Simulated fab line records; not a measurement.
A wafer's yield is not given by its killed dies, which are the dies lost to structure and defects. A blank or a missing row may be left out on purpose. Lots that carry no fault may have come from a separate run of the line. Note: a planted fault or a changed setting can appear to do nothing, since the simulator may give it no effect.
fab line records	flow sky130
record: lots: 6	wafers: 18	last_day: 49
route steps=708 shown METAL1@446 VIA1@458 PAD_OPEN@708
lots with no fault: from the same line, run without faults
start_h: start of the lot's first displayed wafer, in hours after the record's first day	wait_h: hours elapsed since this lot's preceding step	" identical to the entry in the row above	L1.1+2: a row that stands for several wafers	- either no value or no given start	* or withheld: withheld	< > ~ a bound
route shown NAME@n: NAME is a module with steps in the file, n the number in the route of the first one	usual: mean/standard deviation of fault-free wafers	same: alike in all rows	chamber/n: place in a boat	sites: the reading at each site	_std_site: the standard deviation of these	_edge_site: mean of outer sites minus mean of inner sites	radius_mm: how far each site lies from the wafer's centre	mask NAME#n: copy n	behind: the last tool/chamber to shape the wafer	hold: why the lot went on hold/how many hours it stayed there/how the hold came to an end	device: which transistor (n, p or np) failed to switch	end of line: tests of these same wafers at the route's end	for a step that has no rows: nothing shown but its recipe	killed: at the first sort, the dies lost to defects and structure; wafer yield is something else	map: shows each die of a wafer: x if killed, . if not, _ if none is there
set.NAME: setting as actually run; set.NAME@STEP: the setting as run at that earlier step	model.NAME: the simulator's own value behind a step, which no gauge read
lots at some steps of the route; a table a step, a row a wafer
services: a tool's chamber out of use, with start hour (start_h, from the record's first day; less than 0 if before it), hours out, and reason
== steps ==
step: SKY_METAL1_EXPOSE_12
recipe: mask_id: MM1	na: 0.8	source_shape: annular	sigma_inner: 0.55	sigma_outer: 0.85	target_cd_nm: 140	dose_mj: 28
step: SKY_METAL1_PEB_13
recipe: peb_temp_c: withheld	peb_time_s: withheld	resist: KrF-thick
step: SKY_METAL1_DEVELOP_14
recipe: develop_time_s: 58.85	resist: KrF-thick	dev_temp_c: 21
step: SKY_METAL1_CD_MEAS_15
recipe: target_cd_nm: 140
usual: cd_nm: 139.9/1.7
lot.wafer	tool	chamber	start_h	wait_h	cd_nm
L164.3	cd_sem-01	-	794.09	-	142.5
L164.4	"	-	"	"	144.1
L164.6	"	-	"	"	143.2
L166.3	cd_sem-02	-	805.85	-	140.5
L166.4	"	-	"	"	139.3
L166.6	"	-	"	"	141.9
L168.2	cd_sem-02	-	817.42	-	138.4
L168.5	"	-	"	"	138.9
L168.6	"	-	"	"	138.0
L174.1	cd_sem-02	-	862.95	-	140.0
L174.3	"	-	"	"	139.9
L174.5	"	-	"	"	138.8
L175.1	cd_sem-01	-	868.96	-	138.2
L175.2	"	-	"	"	137.6
L175.5	"	-	"	"	137.9
L179.3	cd_sem-02	-	905.89	-	140.0
L179.4	"	-	"	"	140.6
L179.6	"	-	"	"	138.9
step: SKY_METAL1_OVL_MEAS_16
usual: METAL1_OVL: 7/4.6
lot.wafer	tool	chamber	start_h	wait_h	METAL1_OVL[nm]
L164.3	overlay-02	-	794.18	0.1	6
L164.4	"	-	"	"	3
L164.6	"	-	"	"	4
L166.3	overlay-02	-	805.94	0.1	3
L166.4	"	-	"	"	1
L166.6	"	-	"	"	11
L168.2	overlay-01	-	817.52	0.1	12
L168.5	"	-	"	"	12
L168.6	"	-	"	"	15
L174.1	overlay-02	-	863.07	0.1	3
L174.3	"	-	"	"	-7
L174.5	"	-	"	"	9
L175.1	overlay-02	-	869.08	0.1	14
L175.2	"	-	"	"	9
L175.5	"	-	"	"	8
L179.3	overlay-01	-	905.98	0.1	2
L179.4	"	-	"	"	10
L179.6	"	-	"	"	6
step: SKY_METAL1_DESCUM_17
recipe: chemistry: O2	source_power_w: 150	bias_power_w: 0	pressure_mtorr: 10	temp_c: 40	time_s: 8
usual: drypump_motor_current_A: 5.78/0.23	oes_product_au: 0.998/0.014
lot.wafer	tool	chamber	start_h	wait_h	drypump_motor_current_A	oes_product_au	rf_hours_counter_h
L164.3	rie_metal-02	1	794.22	0.0	5.63	1.015	-
L164.4	"	0	"	"	5.69	0.995	-
L164.6	"	0	"	"	5.69	1.003	-
L166.3	rie_metal-01	0	805.98	0.0	6.09	1.008	-
L166.4	"	1	"	"	5.50	0.971	-
L166.6	"	0	"	"	6.12	1.009	-
L168.2	rie_metal-02	0	817.55	0.0	5.71	0.993	15
L168.5	"	1	"	"	5.65	0.998	-
L168.6	"	0	"	"	5.72	0.978	-
L174.1	rie_metal-03	1	863.10	0.0	5.85	0.995	3
L174.3	"	1	"	"	5.84	0.999	-
L174.5	"	1	"	"	5.83	1.000	-
L175.1	rie_metal-01	0	869.12	0.0	6.16	1.012	16
L175.2	"	1	"	"	5.50	0.987	14
L175.5	"	1	"	"	5.48	0.991	-
L179.3	rie_metal-01	0	906.02	0.0	6.15	1.015	-
L179.4	"	1	"	"	5.50	0.986	-
L179.6	"	0	"	"	6.14	1.007	-
step: SKY_METAL1_ETCH_18
recipe: chemistry: N2/H2	target: BARC	ion_energy_ev: 200	bias_w: 100	pressure_mtorr: 30	n2_flow_sccm: 100	h2_flow_sccm: 200	icp_w: 500	stop_on: SiO2	time_s: 45.9	target_depth_a: 600
usual: bias_w: 100.0/0.31	drypump_motor_current_A: 5.79/0.23	oes_product_au: 0.855/0.0047	throttle_valve_pct: 13.224/0.0089
lot.wafer	tool	chamber	start_h	wait_h	bias_w	drypump_motor_current_A	oes_product_au	rf_hours_counter_h	throttle_valve_pct
L164.3	rie_metal-02	1	794.26	0.0	100.2	5.67	0.862	-	13.218
L164.4	"	0	"	"	100.1	5.70	0.865	-	13.225
L164.6	"	0	"	"	100.2	5.71	0.867	-	13.225
L166.3	rie_metal-01	0	806.02	0.0	100.1	6.09	0.861	-	13.236
L166.4	"	1	"	"	100.0	5.51	0.850	-	13.209
L166.6	"	0	"	"	100.1	6.11	0.858	-	13.210
L168.2	rie_metal-02	0	817.59	0.0	99.9	5.71	0.847	15	13.215
L168.5	"	1	"	"	99.7	5.67	0.853	-	13.220
L168.6	"	0	"	"	99.4	5.71	0.855	-	13.224
L174.1	rie_metal-03	1	863.17	0.1	99.3	5.87	0.857	3	13.228
L174.3	"	1	"	"	99.5	5.91	0.854	-	13.226
L174.5	"	1	"	"	99.5	5.87	0.851	-	13.223
L175.1	rie_metal-01	0	869.15	0.0	100.0	6.12	0.857	16	13.215
L175.2	"	1	"	"	100.0	5.49	0.854	14	13.236
L175.5	"	1	"	"	99.2	5.48	0.848	-	13.219
L179.3	rie_metal-01	0	906.06	0.0	99.6	6.14	0.862	-	13.215
L179.4	"	1	"	"	100.2	5.51	0.858	-	13.220
L179.6	"	0	"	"	99.5	6.18	0.855	-	13.229
step: SKY_METAL1_METAL_ETCH_19
recipe: target_depth_a: 3600	stop_on: SiO2	over_etch_frac: 0.3	time_s: 78	chemistry: Cl2/BCl3	resist_sidewall_deg: 88	pressure_mtorr: 10	icp_w: 900	bias_w: 48.5	Cl2_flow_sccm: 60	bcl3_flow_sccm: 30
usual: bias_w: 48.50/0.13	drypump_motor_current_A: 5.78/0.23	oes_product_au: 0.854/0.0066	throttle_valve_pct: 22.265/0.0096
lot.wafer	tool	chamber	start_h	wait_h	bias_w	drypump_motor_current_A	oes_product_au	rf_hours_counter_h	throttle_valve_pct
L164.3	rie_metal-02	1	794.33	0.1	48.41	5.67	0.844	-	22.257
L164.4	"	0	"	"	48.89	5.70	0.844	-	22.268
L164.6	"	0	"	"	48.60	5.70	0.847	-	22.276
L166.3	rie_metal-01	0	806.09	0.1	48.49	6.11	0.848	-	22.264
L166.4	"	1	"	"	48.49	5.50	0.858	-	22.261
L166.6	"	0	"	"	48.48	6.08	0.857	-	22.262
L168.2	rie_metal-02	0	817.65	0.0	48.37	5.69	0.853	16	22.250
L168.5	"	1	"	"	48.44	5.64	0.853	-	22.266
L168.6	"	0	"	"	48.45	5.71	0.858	-	22.268
L174.1	rie_metal-03	1	863.29	0.1	48.41	5.83	0.858	3	22.259
L174.3	"	1	"	"	48.83	5.84	0.846	-	22.266
L174.5	"	1	"	"	48.78	5.86	0.851	-	22.285
L175.1	rie_metal-01	0	869.21	0.0	48.80	6.14	0.851	16	22.264
L175.2	"	1	"	"	48.30	5.47	0.846	14	22.270
L175.5	"	1	"	"	48.19	5.50	0.852	-	22.261
L179.3	rie_metal-01	0	906.13	0.1	48.71	6.13	0.853	-	22.268
L179.4	"	1	"	"	48.58	5.50	0.850	-	22.273
L179.6	"	0	"	"	48.71	6.10	0.854	-	22.272
step: SKY_METAL1_STRIP_20
recipe: chemistry: O2/N2	power_w: 1400	pressure_mtorr: 1500	platen_temp_c: withheld	o2_flow_sccm: 3000	n2_flow_sccm: 300	overash_fraction: 0.5
usual: drypump_motor_current_A: 5.6/0.43	oes_product_au: 0.343/0.0051	strip_time_to_endpoint_s: 2.71/0.066
lot.wafer	tool	chamber	start_h	wait_h	drypump_motor_current_A	oes_product_au	rf_hours_counter_h	strip_time_to_endpoint_s
L164.3	plasma_asher-01	1	794.42	0.1	5.6	0.343	-	2.65
L164.4	"	0	"	"	6.1	0.351	-	2.72
L164.6	"	1	"	"	5.6	0.343	-	2.75
L166.3	plasma_asher-01	1	806.18	0.1	5.6	0.345	-	2.67
L166.4	"	0	"	"	6.1	0.346	-	2.80
L166.6	"	1	"	"	5.6	0.332	-	2.66
L168.2	plasma_asher-03	1	817.74	0.1	5.4	0.344	66	2.77
L168.5	"	1	"	"	5.4	0.349	-	2.69
L168.6	"	0	"	"	5.3	0.338	-	2.74
L174.1	plasma_asher-03	0	863.47	0.1	5.3	0.335	71	2.68
L174.3	"	1	"	"	5.4	0.341	-	2.67
L174.5	"	0	"	"	5.3	0.339	-	2.65
L175.1	plasma_asher-04	0	869.30	0.1	6.2	0.340	42	2.66
L175.2	"	1	"	"	4.8	0.339	42	2.80
L175.5	"	0	"	"	6.2	0.349	-	2.81
L179.3	plasma_asher-04	0	906.22	0.1	6.2	0.343	-	2.70
L179.4	"	1	"	"	4.8	0.349	-	2.83
L179.6	"	0	"	"	6.2	0.343	-	2.67
step: SKY_METAL1_STRIP_21
recipe: chemistry: post_etch_residue_remover	time_s: 1200	temp_c: 72.5
step: SKY_METAL1_CLEAN_22
recipe: chemistry: IPA	time_s: 180	temp_c: 25
step: SKY_METAL1_CLEAN_23
recipe: chemistry: O3/DIW	dry: n2_spin
step: SKY_VIA1_HDPCVD_00
recipe: material: SiO2	target_thk_nm: 1030	sigma_open_frac: 0.3	time_s: 171.7	temp_c: 400	sih4_flow_sccm: 61.33	pressure_mtorr: 6
usual: pressure_mtorr: 6.000/0.011
lot.wafer	tool	chamber	start_h	wait_h	pressure_mtorr
L164.3	hdpcvd-02	0	795.04	0.1	6.009
L164.4	"	1	"	"	5.977
L164.6	"	1	"	"	5.988
L166.3	hdpcvd-01	1	806.74	0.0	6.002
L166.4	"	0	"	"	6.006
L166.6	"	2	"	"	5.985
L168.2	hdpcvd-02	1	818.33	0.0	5.994
L168.5	"	1	"	"	5.978
L168.6	"	0	"	"	6.008
L174.1	hdpcvd-01	1	864.07	0.0	6.011
L174.3	"	0	"	"	6.022
L174.5	"	2	"	"	6.014
L174.1	hdpcvd-01	1	864.35	0.2	5.994
L174.3	"	0	"	"	6.015
L174.5	"	2	"	"	6.004
L175.1	hdpcvd-01	1	869.90	0.0	5.994
L175.2	"	0	"	"	5.984
L175.5	"	1	"	"	6.002
L179.3	hdpcvd-02	1	906.78	0.0	6.012
L179.4	"	0	"	"	5.982
L179.6	"	2	"	"	6.003
L179.3	hdpcvd-02	1	907.06	0.2	6.010
L179.4	"	0	"	"	5.998
L179.6	"	2	"	"	5.997
step: SKY_VIA1_THK_MEAS_01
recipe: reads: SiO2_of_VIA1_HDPCVD_00
usual: VIA1_HDPCVD_THK: 1055/9.3
lot.wafer	tool	chamber	start_h	wait_h	VIA1_HDPCVD_THK[nm]
L164.3	film_metro-03	-	795.17	0.1	1047
L164.4	"	-	"	"	1042
L164.6	"	-	"	"	1066
L166.3	film_metro-03	-	806.87	0.1	1050
L166.4	"	-	"	"	1063
L166.6	"	-	"	"	1057
L168.2	film_metro-01	-	818.45	0.1	1049
L168.5	"	-	"	"	1046
L168.6	"	-	"	"	1056
L174.1	film_metro-04	-	864.46	0.1	2110
L174.3	"	-	"	"	2108
L174.5	"	-	"	"	2107
L175.1	film_metro-04	-	870.01	0.1	1067
L175.2	"	-	"	"	1064
L175.5	"	-	"	"	1052
L179.3	film_metro-01	-	907.19	0.1	2094
L179.4	"	-	"	"	2116
L179.6	"	-	"	"	2122
step: SKY_VIA1_CMP_02
recipe: material: SiO2	down_force_psi: 4	platen_rpm: 60	pad_velocity_m_s: 0.94248
usual: motor_current_A: 11.7/0.83
lot.wafer	tool	chamber	start_h	wait_h	motor_current_A
L164.3	cmp-02	2	795.39	0.2	11.9
L164.4	"	0	"	"	11.2
L164.6	"	2	"	"	12.3
L166.3	cmp-01	2	807.01	0.1	12.6
L166.4	"	3	"	"	13.8
L166.6	"	1	"	"	12.3
L168.2	cmp-01	1	818.55	0.1	12.0
L168.6	"	0	"	"	10.9
L168.5	"	1	"	"	12.5
L174.3	cmp-01	1	864.62	0.1	12.6
L174.1	"	2	"	"	11.6
L174.5	"	0	"	"	11.0
L175.1	cmp-01	2	870.07	0.1	12.2
L175.2	"	0	"	"	10.8
L175.5	"	2	"	"	12.4
L179.4	cmp-01	0	907.23	0.0	10.4
L179.3	"	1	"	"	12.5
L179.6	"	0	"	"	11.1
step: SKY_PAD_OPEN_PROBE_99
usual: defect_limited_yield: 82.6/1.9	killed_at_M0_to_M3: 43/7.1	killed_at_M4_up: 3.0/1.6	killed_at_contacts: 24/5.3	killed_at_front_end: 16/4.1	killed_at_other: 0.5/0.82	killed_dies: 86/9.4	killed_open: 46/6.9	killed_short: 39/6.5	sort_bin_3_pad_short: 0.9/0.45	sort_bin_5_function: 10.3/1.5	sort_bin_6_memory: 6.2/1.1	sort_n_pass: 406/9.4	sort_yield_pct: 82.6/1.9
same: gross_dies: 492	killed_at_back_side: 0	sort_bin_4_leakage[%]: 0	sort_bin_8_speed[%]: 0
lot.wafer	tool	chamber	start_h	wait_h	defect_limited_yield[%]	killed_at_M0_to_M3	killed_at_M4_up	killed_at_contacts	killed_at_front_end	killed_at_other	killed_dies	killed_open	killed_short	sort_bin_3_pad_short[%]	sort_bin_5_function[%]	sort_bin_6_memory[%]	sort_n_pass	sort_yield_pct[%]
L166.3	prober-02	-	1108.53	0.2	81.1	49	4	21	14	5	93	47	42	0.4	12.2	6.3	399	81.1
L166.4	prober-02	-	1108.58	0.2	82.9	38	4	24	16	2	84	40	42	1.8	9.8	5.5	408	82.9
L166.6	prober-02	-	1108.68	0.2	83.1	33	3	26	19	2	83	52	29	0.6	8.5	7.7	409	83.1
L168.2	prober-02	-	1118.28	0.1	82.5	54	2	16	14	0	86	51	34	1.2	10.4	5.9	406	82.5
L168.5	prober-02	-	1118.43	0.2	85.8	31	6	20	13	0	70	32	38	1.2	6.1	6.9	422	85.8
L168.6	prober-02	-	1118.48	0.2	85.4	39	3	16	14	0	72	45	27	0.2	7.9	6.5	420	85.4
L174.1	prober-02	-	1150.57	0.1	80.7	42	2	38	13	0	95	53	41	0.8	10.8	7.7	397	80.7
L174.3	prober-02	-	1150.67	0.2	83.1	42	3	24	14	0	83	51	28	0.6	9.1	7.1	409	83.1
L174.5	prober-02	-	1150.77	0.2	79.1	48	4	25	26	0	103	49	54	1.2	11.6	8.1	389	79.1
killed by level:class
L166.3 VIA1:geometric_particle:open=10 VIA2:geometric_particle:open=9 CONTACT:geometric_particle:open=7 LI_CONTACT:geometric_particle:open=6 METAL1:geometric_particle:short=6 VIA3:geometric_particle:open=5 VIA3:geometric_particle:short=5 POLY_GATE:geometric_particle:short=4
L166.4 CONTACT:geometric_particle:open=10 VIA1:geometric_particle:open=9 VIA3:geometric_particle:open=7 LOCAL_INTERCONNECT:geometric_particle:short=5 VIA1:geometric_particle:short=5 VIA2:geometric_particle:short=5 LI_CONTACT:geometric_particle:open=4 FIELD_ISO:geometric_particle:short=3
L166.6 CONTACT:geometric_particle:open=10 LI_CONTACT:geometric_particle:open=9 VIA1:geometric_particle:open=7 VIA2:geometric_particle:open=6 METAL2:geometric_particle:short=4 VIA3:geometric_particle:open=4 FIELD_ISO:geometric_particle:open=3 POLY_GATE:geometric_particle:open=3
L168.2 VIA1:geometric_particle:open=13 CONTACT:geometric_particle:open=8 VIA3:geometric_particle:open=7 METAL2:geometric_particle:short=6 VIA2:geometric_particle:open=6 FIELD_ISO:geometric_particle:short=5 METAL1:geometric_particle:short=4 VIA2:geometric_particle:short=4
L168.5 METAL1:geometric_particle:short=9 LI_CONTACT:geometric_particle:open=8 CONTACT:geometric_particle:open=7 FIELD_ISO:geometric_particle:short=6 VIA1:geometric_particle:open=6 METAL4:geometric_particle:short=6 METAL2:geometric_particle:short=5 VIA3:geometric_particle:open=4
L168.6 VIA1:geometric_particle:open=10 METAL2:geometric_particle:short=6 VIA3:geometric_particle:open=6 CONTACT:geometric_particle:open=5 VIA2:geometric_particle:open=5 FIELD_ISO:geometric_particle:open=4 LI_CONTACT:geometric_particle:open=4 FIELD_ISO:geometric_particle:short=3
L174.1 CONTACT:geometric_particle:open=13 VIA1:geometric_particle:open=10 LI_CONTACT:geometric_particle:open=9 VIA2:geometric_particle:open=7 VIA1:geometric_particle:short=7 LOCAL_INTERCONNECT:geometric_particle:short=5 METAL2:geometric_particle:short=5 LI_CONTACT:geometric_particle:short=4
L174.3 CONTACT:geometric_particle:open=10 VIA1:geometric_particle:open=10 FIELD_ISO:geometric_particle:open=7 VIA3:geometric_particle:open=7 LI_CONTACT:geometric_particle:open=6 CONTACT:geometric_particle:short=6 VIA2:geometric_particle:open=6 METAL2:geometric_particle:short=5
L174.5 VIA1:geometric_particle:open=10 CONTACT:geometric_particle:short=9 VIA3:geometric_particle:open=8 METAL2:geometric_particle:short=7 POLY_GATE:geometric_particle:short=6 LI_CONTACT:geometric_particle:open=5 LOCAL_INTERCONNECT:geometric_particle:short=5 CONTACT:geometric_particle:open=5
== services ==
tool	chamber	start_h	hours	kind
rie_metal-03	-	778.79	2.8	pm
cmp-02	-	784.33	0.5	repair
cmp-01	-	785.72	5.7	pm
hdpcvd-02	2	787.28	9.7	repair
cmp-01	-	791.75	9.9	repair
plasma_asher-04	-	803.11	13.9	repair
cmp-01	-	808.12	3.8	repair
cmp-01	-	821.45	2.4	repair
plasma_asher-03	-	826.60	3.1	repair
rie_metal-03	0	829.62	1.5	repair
rie_metal-02	0	831.83	-	clean
rie_metal-02	0	831.83	14.6	scheduled_down
rie_metal-02	0	831.83	14.6	vent_cycle
plasma_asher-04	-	835.54	2.6	repair
rie_metal-01	-	847.89	1.4	pm
cmp-02	-	862.88	6.8	pm
hdpcvd-02	-	871.91	14.6	pm
hdpcvd-01	0	875.16	11.4	repair
rie_metal-01	0	885.24	-	clean
rie_metal-01	0	885.24	16.8	scheduled_down
rie_metal-01	0	885.24	16.8	vent_cycle
cmp-02	-	886.07	1.7	repair
hdpcvd-01	0	889.60	15.5	repair
cmp-02	-	898.22	3.0	repair
== key ==
first_sign: step: SKY_VIA1_HDPCVD_00	reading: visit	direction: added
effect: step: SKY_VIA1_THK_MEAS_01	reading: VIA1_HDPCVD_THK	direction: up	sigmas: 99+	usual: 1055	struck: 2110
met_at SKY_VIA1_HDPCVD_00
struck_wafers L174.1,L174.3,L174.5,L179.3,L179.4,L179.6
fault: kind: repeated_step_whole	tool: hdpcvd-01,hdpcvd-02	chamber: -	onset_h: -	steps: SKY_VIA1_HDPCVD_00	times: 1	scope: struck_lots_only
